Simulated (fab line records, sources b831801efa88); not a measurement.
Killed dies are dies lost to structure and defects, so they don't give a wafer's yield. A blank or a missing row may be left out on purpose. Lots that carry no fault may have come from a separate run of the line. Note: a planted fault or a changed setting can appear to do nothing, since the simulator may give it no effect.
What tool caused it? :: flow gf180mcu :: 42 wafers from 14 lots sampled at 4 of the route's 602 steps

## WHAT THE GAUGES SHOWED, per wafer
GF_HV_LDD_OVL_MEAS_47. Usual: HV_LDD_03_OVL typically reads -0.5 nm, with standard deviation 1.3.
lot: L776
measured: day 12 07:16
on: overlay-01
HV_LDD_03_OVL (nm): -2.1 -2.6 -3.1
flag: 

lot: L777
measured: day 12 18:46
on: overlay-02
HV_LDD_03_OVL (nm): 0.2 -2.0 -1.0
flag: 

lot: L780
measured: day 13 14:07
on: overlay-02
HV_LDD_03_OVL (nm): -1.0 -2.5 -2.8
flag: 

lot: L782
measured: day 14 07:10
on: overlay-01
HV_LDD_03_OVL (nm): 0.9 0.7 -1.1
flag: 

lot: L784
measured: day 15 00:49
on: overlay-02
HV_LDD_03_OVL (nm): 0.8 -0.2 1.8
flag: 

lot: L787
measured: day 16 03:53
on: overlay-02
HV_LDD_03_OVL (nm): 3.0 1.9 0.7
flag: 

lot: L788
measured: day 16 08:40
on: overlay-01
HV_LDD_03_OVL (nm): -1.3 -2.1 -2.5
flag: 

lot: L789
measured: day 16 18:25
on: overlay-01
HV_LDD_03_OVL (nm): -2.2 -0.1 -1.6
flag: 

lot: L790
measured: day 16 22:28
on: overlay-01
HV_LDD_03_OVL (nm): -2.3 -1.1 -1.2
flag: 

lot: L792
measured: day 17 15:22
on: overlay-02
HV_LDD_03_OVL (nm): 0.6 0.5 -0.3
flag: 

lot: L793
measured: day 18 02:37
on: overlay-02
HV_LDD_03_OVL (nm): 0.2 1.1 0.7
flag: 

lot: L795
measured: day 18 20:01
on: overlay-02
HV_LDD_03_OVL (nm): -0.7 -0.3 -0.7
flag: 

lot: L797
measured: day 19 13:37
on: overlay-02
HV_LDD_03_OVL (nm): -2.5 -1.3 -0.6
flag: 

lot: L799
measured: day 20 08:13
on: overlay-01
HV_LDD_03_OVL (nm): -1.6 -1.8 -1.0
flag: 

GF_HV_LDD_TW_MEAS_50. Usual: HV_LDD_4_TW typically reads 564, with standard deviation 7.3.
lot: L776
measured: day 12 07:32
on: film metro-01
HV_LDD_4_TW: 571 573 574
flag: 

lot: L777
measured: day 12 19:03
on: film metro-01
HV_LDD_4_TW: 571 571 571
flag: 

lot: L780
measured: day 13 14:23
on: film metro-03
HV_LDD_4_TW: 561 558 560
flag: 

lot: L782
measured: day 14 07:26
on: film metro-03
HV_LDD_4_TW: 562 563 560
flag: 

lot: L784
measured: day 15 01:06
on: film metro-02
HV_LDD_4_TW: 562 563 560
flag: 

lot: L787
measured: day 16 04:11
on: film metro-01
HV_LDD_4_TW: 573 577 574
flag: 

lot: L788
measured: day 16 08:57
on: film metro-01
HV_LDD_4_TW: 574 576 573
flag: 

lot: L789
measured: day 16 18:42
on: film metro-03
HV_LDD_4_TW: 560 560 555
flag: 

lot: L790
measured: day 16 22:46
on: film metro-03
HV_LDD_4_TW: 561 557 559
flag: 

lot: L792
measured: day 17 15:39
on: film metro-03
HV_LDD_4_TW: 561 556 558
flag: 

lot: L793
measured: day 18 02:54
on: film metro-03
HV_LDD_4_TW: 556 559 557
flag: 

lot: L795
measured: day 18 20:19
on: film metro-03
HV_LDD_4_TW: 558 559 556
flag: 

lot: L797
measured: day 19 13:54
on: film metro-02
HV_LDD_4_TW: 560 561 562
flag: 

lot: L799
measured: day 20 08:30
on: film metro-01
HV_LDD_4_TW: 572 572 573
flag: 

GF_SAB_THK_MEAS_01. Usual: SAB_CVD_00_THK typically reads 50.0 nm, with standard deviation 0.63.
lot: L776
measured: day 14 02:56
on: film metro-02
SAB_CVD_00_THK (nm): 49.9 50.2 50.8
flag: 

lot: L777
measured: day 14 14:47
on: film metro-04
SAB_CVD_00_THK (nm): 50.4 50.4 51.4
flag: 

lot: L780
measured: day 15 13:06
on: film metro-02
SAB_CVD_00_THK (nm): 49.7 50.7 51.0
flag: 

lot: L782
measured: day 16 06:40
on: film metro-03
SAB_CVD_00_THK (nm): 49.6 49.7 49.8
flag: 

lot: L784
measured: day 17 02:45
on: film metro-04
SAB_CVD_00_THK (nm): 50.2 50.5 50.6
flag: 

lot: L787
measured: day 18 05:23
on: film metro-03
SAB_CVD_00_THK (nm): 50.7 50.4 50.7
flag: 

lot: L788
measured: day 18 11:40
on: film metro-02
SAB_CVD_00_THK (nm): 50.0 50.0 50.6
flag: 

lot: L789
measured: day 18 23:00
on: film metro-04
SAB_CVD_00_THK (nm): 49.3 49.7 50.7
flag: 

lot: L790
measured: day 19 02:34
on: film metro-04
SAB_CVD_00_THK (nm): 50.3 50.2 51.0
flag: 

lot: L792
measured: day 19 19:36
on: film metro-04
SAB_CVD_00_THK (nm): 49.2 49.2 50.5
flag: 

lot: L793
measured: day 20 06:15
on: film metro-02
SAB_CVD_00_THK (nm): 50.1 50.4 50.6
flag: 

lot: L795
measured: day 21 00:10
on: film metro-02
SAB_CVD_00_THK (nm): 49.4 49.7 50.8
flag: 

lot: L797
measured: day 21 17:06
on: film metro-04
SAB_CVD_00_THK (nm): 49.3 49.8 50.6
flag: 

lot: L799
measured: day 22 11:03
on: film metro-04
SAB_CVD_00_THK (nm): 49.1 48.5 50.4
flag: 

## WHICH TOOL RAN EACH LOT (tool, then ch and the chambers of the sampled wafers, then the start)
lot: L776
GF_PSD_DEVELOP_06: litho track-03 ch 0, day 14 01:50

lot: L777
GF_PSD_DEVELOP_06: litho track-01 ch 0, day 14 13:44

lot: L780
GF_PSD_DEVELOP_06: litho track-01 ch 0, day 15 12:05

lot: L782
GF_PSD_DEVELOP_06: litho track-04 ch 0, day 16 05:38

lot: L784
GF_PSD_DEVELOP_06: litho track-01 ch 0, day 17 01:44

lot: L787
GF_PSD_DEVELOP_06: litho track-04 ch 0, day 18 04:25

lot: L788
GF_PSD_DEVELOP_06: litho track-03 ch 0, day 18 10:40

lot: L789
GF_PSD_DEVELOP_06: litho track-01 ch 0, day 18 21:59

lot: L790
GF_PSD_DEVELOP_06: litho track-03 ch 0, day 19 01:34

lot: L792
GF_PSD_DEVELOP_06: litho track-03 ch 0, day 19 18:35

lot: L793
GF_PSD_DEVELOP_06: litho track-03 ch 0, day 20 05:14

lot: L795
GF_PSD_DEVELOP_06: litho track-01 ch 0, day 20 23:11

lot: L797
GF_PSD_DEVELOP_06: litho track-04 ch 0, day 21 16:05

lot: L799
GF_PSD_DEVELOP_06: litho track-04 ch 0, day 22 10:02
- GF_PSD_DEVELOP_06: develop time 60 s.

## WHAT THE TOOLS THEMSELVES READ (means of the sampled wafers that have a number; where no wafer has one, the mark that the record gives instead)
GF_PSD_DEVELOP_06. Usual: developer temp C 23.03 C, standard deviation 0.11.
lot: L776
tool: litho track-03
developer temp C (C): 23.06
flag: 

lot: L777
tool: litho track-01
developer temp C (C): 23.06
flag: 

lot: L780
tool: litho track-01
developer temp C (C): 23.11
flag: 

lot: L782
tool: litho track-04
developer temp C (C): 23.05
flag: 

lot: L784
tool: litho track-01
developer temp C (C): 22.93
flag: 

lot: L787
tool: litho track-04
developer temp C (C): 23.19
flag: 

lot: L788
tool: litho track-03
developer temp C (C): 22.88
flag: 

lot: L789
tool: litho track-01
developer temp C (C): 23.05
flag: 

lot: L790
tool: litho track-03
developer temp C (C): 22.96
flag: 

lot: L792
tool: litho track-03
developer temp C (C): 22.16
flag: OFF

lot: L793
tool: litho track-03
developer temp C (C): 22.17
flag: OFF

lot: L795
tool: litho track-01
developer temp C (C): 23.05
flag: 

lot: L797
tool: litho track-04
developer temp C (C): 22.89
flag: 

lot: L799
tool: litho track-04
developer temp C (C): 23.12
flag: 

## THE ANSWER, worked out from the rows above alone
Rule: a lot counts as off when the mean over its wafers that have a number is more than 3 standard deviations away from the usual mean. A lot without any number at a reading at which 4 lots or more have one is off too. Where the step has rows for the other lots, those lots are counted as sound. After the gauges, taken in route order, come the tools' own readings; for these a lot's mean is taken, as printed above. At the first step where some lot is off, the reading lying furthest off is the one used; lots without a number count as furthest.
Off at GF_PSD_DEVELOP_06 (developer temp C): L792, L793.
If a tool, at that step or one of the process steps before it, ran each lot that is off and ran no sound lot following the first of them, it fits. One fits: litho track-03 at GF_PSD_DEVELOP_06. A fault onset in the window from L790 (day 19 01:34, its last sound lot) to L792 (day 19 18:35, its first lot off) fits.
On the lots that are off, the tool's own readings at GF_PSD_DEVELOP_06 differ by more than 5 times the standard deviation of the sound lots' means, which bears it out; developer temp C reads 22.16 C there versus 23.03 C on the sound lots.

## WHAT THE SIMULATOR PUT IN
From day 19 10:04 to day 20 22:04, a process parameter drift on litho track-03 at GF_PSD_DEVELOP_06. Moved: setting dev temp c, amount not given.
Struck lots among those shown: L792, L793. The rule above found the same.
